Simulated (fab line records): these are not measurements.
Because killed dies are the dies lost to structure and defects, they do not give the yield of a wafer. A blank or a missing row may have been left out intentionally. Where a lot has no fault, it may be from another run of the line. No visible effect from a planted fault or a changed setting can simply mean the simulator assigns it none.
The tool behind it: which one? / flow gf180mcu / Sampling: 12 lots, 34 wafers, 5 of 602 route steps

## WHAT THE GAUGES SHOWED, per wafer
GF_V3_RS_MEAS_24: uses a four-point probe to measure. Usual: V3_W_RS gives 0.328 ohm/sq (standard deviation 0.0037).
lot=L529; measured=day 22 05:19; on=film_metro-02; V3_W_RS (ohm/sq)=0.325 0.327 0.331; flag=
lot=L531; measured=day 23 06:15; on=film_metro-02; V3_W_RS (ohm/sq)=0.334 0.335 0.331; flag=
lot=L530; measured=day 23 08:10; on=film_metro-04; V3_W_RS (ohm/sq)=0.329 0.324 0.325; flag=
lot=L533; measured=day 24 01:01; on=film_metro-04; V3_W_RS (ohm/sq)=0.326 0.324 0.325; flag=
lot=L535; measured=day 24 10:34; on=film_metro-01; V3_W_RS (ohm/sq)=0.323 0.325 0.330; flag=
lot=L536; measured=day 25 01:38; on=film_metro-04; V3_W_RS (ohm/sq)=0.333 0.324 0.326; flag=
lot=L540; measured=day 26 07:25; on=film_metro-02; V3_W_RS (ohm/sq)=0.330 0.334 0.329; flag=
lot=L547; measured=day 28 12:46; on=film_metro-01; V3_W_RS (ohm/sq)=0.324 0.326; flag=
lot=L548; measured=day 28 21:49; on=film_metro-04; V3_W_RS (ohm/sq)=0.324 0.325; flag=
lot=L549; measured=day 29 01:52; on=film_metro-01; V3_W_RS (ohm/sq)=0.322 0.322 0.323; flag=
lot=L550; measured=day 29 03:04; on=film_metro-04; V3_W_RS (ohm/sq)=0.331 0.328 0.332; flag=
lot=L551; measured=day 29 06:53; on=film_metro-02; V3_W_RS (ohm/sq)=0.326 0.326 0.326; flag=

GF_V3_THK_MEAS_25: measures by xrf. Usual: V3_W_THK gives 341 nm (standard deviation 4.7).
lot=L529; measured=day 22 05:26; on=film_metro-02; V3_W_THK (nm)=344 344 337; flag=
lot=L531; measured=day 23 06:22; on=film_metro-02; V3_W_THK (nm)=338 338 338; flag=
lot=L530; measured=day 23 08:16; on=film_metro-04; V3_W_THK (nm)=348 352 351; flag=
lot=L533; measured=day 24 01:07; on=film_metro-04; V3_W_THK (nm)=345 347 346; flag=
lot=L535; measured=day 24 10:40; on=film_metro-01; V3_W_THK (nm)=343 338 336; flag=
lot=L536; measured=day 25 01:46; on=film_metro-04; V3_W_THK (nm)=337 347 343; flag=
lot=L540; measured=day 26 07:31; on=film_metro-02; V3_W_THK (nm)=338 333 339; flag=
lot=L547; measured=day 28 12:53; on=film_metro-01; V3_W_THK (nm)=338 334; flag=
lot=L548; measured=day 28 21:56; on=film_metro-04; V3_W_THK (nm)=347 347; flag=
lot=L549; measured=day 29 01:59; on=film_metro-01; V3_W_THK (nm)=343 342 342; flag=
lot=L550; measured=day 29 03:11; on=film_metro-04; V3_W_THK (nm)=342 344 340; flag=
lot=L551; measured=day 29 07:01; on=film_metro-02; V3_W_THK (nm)=345 345 347; flag=

GF_V4_THK_MEAS_03. Usual: V4_CVD_02_THK gives 849 nm (standard deviation 9.8).
lot=L529; measured=day 23 05:54; on=film_metro-02; V4_CVD_02_THK (nm)=847 830 856; flag=
lot=L531; measured=day 24 06:11; on=film_metro-01; V4_CVD_02_THK (nm)=844 850 867; flag=
lot=L530; measured=day 24 08:08; on=film_metro-01; V4_CVD_02_THK (nm)=850 859 851; flag=
lot=L533; measured=day 25 00:40; on=film_metro-03; V4_CVD_02_THK (nm)=831 860 844; flag=
lot=L535; measured=day 25 09:25; on=film_metro-01; V4_CVD_02_THK (nm)=838 857 850; flag=
lot=L536; measured=day 26 01:01; on=film_metro-02; V4_CVD_02_THK (nm)=854 872 871; flag=
lot=L540; measured=day 27 05:46; on=film_metro-02; V4_CVD_02_THK (nm)=843 862 855; flag=
lot=L547; measured=day 29 09:26; on=film_metro-01; V4_CVD_02_THK (nm)=520 855; flag=OFF
lot=L548; measured=day 29 18:05; on=film_metro-03; V4_CVD_02_THK (nm)=517 518; flag=OFF
lot=L549; measured=day 29 22:13; on=film_metro-03; V4_CVD_02_THK (nm)=840 842 852; flag=
lot=L550; measured=day 29 23:50; on=film_metro-02; V4_CVD_02_THK (nm)=856 846 867; flag=
lot=L551; measured=day 30 03:04; on=film_metro-03; V4_CVD_02_THK (nm)=821 830 834; flag=

## WHICH TOOL RAN EACH LOT (tool, then ch and the chambers of the sampled wafers, then the start)
lot=L529; GF_M4_METAL_ETCH_16=rie_metal-04 ch 0,1, day 23 04:55; GF_V4_CVD_02=pecvd-04 ch 1,2, day 23 05:50
lot=L531; GF_M4_METAL_ETCH_16=rie_metal-03 ch 0, day 24 05:13; GF_V4_CVD_02=pecvd-02 ch 0,1,2, day 24 06:07
lot=L530; GF_M4_METAL_ETCH_16=rie_metal-04 ch 0, day 24 07:13; GF_V4_CVD_02=pecvd-03 ch 0,2, day 24 08:04
lot=L533; GF_M4_METAL_ETCH_16=rie_metal-03 ch 0,1, day 24 23:43; GF_V4_CVD_02=pecvd-02 ch 0,2, day 25 00:34
lot=L535; GF_M4_METAL_ETCH_16=rie_metal-02 ch 0,1, day 25 08:28; GF_V4_CVD_02=pecvd-02 ch 0,2, day 25 09:18
lot=L536; GF_M4_METAL_ETCH_16=rie_metal-04 ch 0, day 26 00:01; GF_V4_CVD_02=pecvd-02 ch 1,2, day 26 00:56
lot=L540; GF_M4_METAL_ETCH_16=rie_metal-03 ch 0,1, day 27 04:49; GF_V4_CVD_02=pecvd-04 ch 1,2, day 27 05:41
lot=L547; GF_M4_METAL_ETCH_16=rie_metal-04 ch 1, day 29 08:34; GF_V4_CVD_02=pecvd-02 ch 0,2, day 29 09:22
lot=L548; GF_M4_METAL_ETCH_16=rie_metal-03 ch 1, day 29 17:14; GF_V4_CVD_02=pecvd-02 ch 2, day 29 18:01
lot=L549; GF_M4_METAL_ETCH_16=rie_metal-04 ch 1, day 29 21:19; GF_V4_CVD_02=pecvd-04 ch 0,1,2, day 29 22:09
lot=L550; GF_M4_METAL_ETCH_16=rie_metal-02 ch 0, day 29 22:58; GF_V4_CVD_02=pecvd-03 ch 0,2, day 29 23:46
lot=L551; GF_M4_METAL_ETCH_16=rie_metal-03 ch 0,1, day 30 02:10; GF_V4_CVD_02=pecvd-04 ch 0,1,2, day 30 02:59
- GF_M4_METAL_ETCH_16: etches the open film in Cl2/BCl3, stops on SiO2, target depth 750.8 nm, time 125.1 s.
- GF_V4_CVD_02: deposits SiO2 from TEOS, target thk 850 nm, time 94.851 s.

## AS READ BY THE TOOLS THEMSELVES (means over the sampled wafers that have a number; for cases with no such wafer, the mark the record gives instead)
GF_M4_METAL_ETCH_16. Usual: bcl3_flow_sccm 39.98 sccm, standard deviation 0.13; drypump_motor_current_A 5.9 A, standard deviation 0.46; he_backside_leak_sccm 3.4 sccm, standard deviation 0.31; oes_product_au 0.987 a.u., standard deviation 0.0064; throttle_valve_pct 28.233 %, standard deviation 0.011.
lot=L529; tool=rie_metal-04; bcl3_flow_sccm (sccm)=39.94; drypump_motor_current_A (A)=5.7; he_backside_leak_sccm (sccm)=3.3; oes_product_au (a.u.)=0.987; throttle_valve_pct (%)=28.230; flag=
lot=L531; tool=rie_metal-03; bcl3_flow_sccm (sccm)=39.97; drypump_motor_current_A (A)=6.0; he_backside_leak_sccm (sccm)=3.4; oes_product_au (a.u.)=0.984; throttle_valve_pct (%)=28.233; flag=
lot=L530; tool=rie_metal-04; bcl3_flow_sccm (sccm)=39.97; drypump_motor_current_A (A)=5.4; he_backside_leak_sccm (sccm)=3.2; oes_product_au (a.u.)=0.977; throttle_valve_pct (%)=28.239; flag=
lot=L533; tool=rie_metal-03; bcl3_flow_sccm (sccm)=39.86; drypump_motor_current_A (A)=6.1; he_backside_leak_sccm (sccm)=3.5; oes_product_au (a.u.)=0.985; throttle_valve_pct (%)=28.229; flag=
lot=L535; tool=rie_metal-02; bcl3_flow_sccm (sccm)=40.08; drypump_motor_current_A (A)=6.2; he_backside_leak_sccm (sccm)=3.3; oes_product_au (a.u.)=0.982; throttle_valve_pct (%)=28.230; flag=
lot=L536; tool=rie_metal-04; bcl3_flow_sccm (sccm)=39.94; drypump_motor_current_A (A)=5.4; he_backside_leak_sccm (sccm)=3.4; oes_product_au (a.u.)=0.978; throttle_valve_pct (%)=28.235; flag=
lot=L540; tool=rie_metal-03; bcl3_flow_sccm (sccm)=39.80; drypump_motor_current_A (A)=6.1; he_backside_leak_sccm (sccm)=3.4; oes_product_au (a.u.)=0.989; throttle_valve_pct (%)=28.227; flag=
lot=L547; tool=rie_metal-04; bcl3_flow_sccm (sccm)=39.90; drypump_motor_current_A (A)=6.4; he_backside_leak_sccm (sccm)=3.3; oes_product_au (a.u.)=0.996; throttle_valve_pct (%)=28.218; flag=
lot=L548; tool=rie_metal-03; bcl3_flow_sccm (sccm)=40.05; drypump_motor_current_A (A)=6.2; he_backside_leak_sccm (sccm)=3.5; oes_product_au (a.u.)=0.985; throttle_valve_pct (%)=28.237; flag=
lot=L549; tool=rie_metal-04; bcl3_flow_sccm (sccm)=39.90; drypump_motor_current_A (A)=6.4; he_backside_leak_sccm (sccm)=3.4; oes_product_au (a.u.)=0.989; throttle_valve_pct (%)=28.237; flag=
lot=L550; tool=rie_metal-02; bcl3_flow_sccm (sccm)=40.00; drypump_motor_current_A (A)=6.7; he_backside_leak_sccm (sccm)=3.5; oes_product_au (a.u.)=0.990; throttle_valve_pct (%)=28.225; flag=
lot=L551; tool=rie_metal-03; bcl3_flow_sccm (sccm)=39.92; drypump_motor_current_A (A)=6.1; he_backside_leak_sccm (sccm)=3.4; oes_product_au (a.u.)=0.985; throttle_valve_pct (%)=28.234; flag=

GF_V4_CVD_02. Usual: 690 W for heater_power_w, sd 100.
lot=L529; tool=pecvd-04; heater_power_w (W)=695; flag=
lot=L531; tool=pecvd-02; heater_power_w (W)=623; flag=
lot=L530; tool=pecvd-03; heater_power_w (W)=577; flag=
lot=L533; tool=pecvd-02; heater_power_w (W)=719; flag=
lot=L535; tool=pecvd-02; heater_power_w (W)=783; flag=
lot=L536; tool=pecvd-02; heater_power_w (W)=679; flag=
lot=L540; tool=pecvd-04; heater_power_w (W)=712; flag=
lot=L547; tool=pecvd-02; heater_power_w (W)=747; flag=
lot=L548; tool=pecvd-02; heater_power_w (W)=743; flag=
lot=L549; tool=pecvd-04; heater_power_w (W)=789; flag=
lot=L550; tool=pecvd-03; heater_power_w (W)=640; flag=
lot=L551; tool=pecvd-04; heater_power_w (W)=785; flag=

## THE ANSWER, worked out from the rows above alone
Rule: take the mean of a lot's wafers that have a number; if it is more than 3 standard deviations from the usual mean, the lot is off. A lot without any number at a reading at which 4 lots or more have one is off too. The other lots that the step has rows for count as sound. After the gauges, taken in route order, come the tools' own readings; for these a lot's mean is taken, as printed above. At the first step where some lot is off, the reading lying furthest off is the one used; lots without a number count as furthest.
Off: L547, L548, at GF_V4_THK_MEAS_03 (V4_CVD_02_THK).
If a tool, at a process step before that reading, ran all the lots that are off and no sound lot after the first of them, it fits. Those tools and the gauges at GF_V4_THK_MEAS_03 are tried in the same way. One fits: GF_V4_CVD_02 on pecvd-02. A fault onset in the window from L536 (day 26 00:56, its last sound lot) to L547 (day 29 09:22, its first lot off) fits.

## WHAT THE SIMULATOR PUT IN
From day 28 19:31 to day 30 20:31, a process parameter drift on pecvd-02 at GF_V4_CVD_02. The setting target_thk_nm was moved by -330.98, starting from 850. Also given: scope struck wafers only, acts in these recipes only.
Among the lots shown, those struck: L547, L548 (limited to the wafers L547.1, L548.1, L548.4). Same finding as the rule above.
